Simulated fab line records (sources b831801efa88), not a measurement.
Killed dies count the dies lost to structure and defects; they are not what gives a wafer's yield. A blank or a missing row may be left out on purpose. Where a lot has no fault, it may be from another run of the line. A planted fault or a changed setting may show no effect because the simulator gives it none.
Which tool is to blame? | flow sky130 | route of 708 steps, sampled at 1 step: 6 lots, 18 wafers

== WHAT EACH GAUGE READ, for each wafer ==
SKY_VIA4_BOW_MEAS_03.
lot  | measured     | on            | VIA4_BOW (um)
L907 | day 42 03:49 | film_metro-02 | 71 58 72
L911 | day 43 09:38 | film_metro-02 | 82 81 83
L917 | day 45 05:32 | film_metro-03 | 76 74 77
L919 | day 45 17:50 | film_metro-02 | 71 80 70
L921 | day 46 05:58 | film_metro-01 | 63 67 68
L927 | day 47 15:14 | film_metro-02 | 75 95 75

== WHICH TOOL RAN EACH LOT (tool, then ch and the chambers of the sampled wafers, then the start) ==
The record holds no process step before these readings.

== THE ANSWER, worked out from the rows above alone ==
Rule: the lots themselves supply what counts as usual. Put in order of their means at a reading, lots are off if they are a third of the lots or fewer, leave a main group of 4 or more, and stand apart from it by a gap of 3 or more times the standard deviation of the main group's means; of several such gaps the widest counts. The tables above print the reading to a certain number of digits; a main group whose means all agree to those digits is not used. Also off: a lot with no number at a reading for which 4 or more lots have one. Any other lot the step has rows for is counted as sound.
None of the lots is off at any reading shown; this tells nothing.

== WHAT THE SIMULATOR HAD PUT IN ==
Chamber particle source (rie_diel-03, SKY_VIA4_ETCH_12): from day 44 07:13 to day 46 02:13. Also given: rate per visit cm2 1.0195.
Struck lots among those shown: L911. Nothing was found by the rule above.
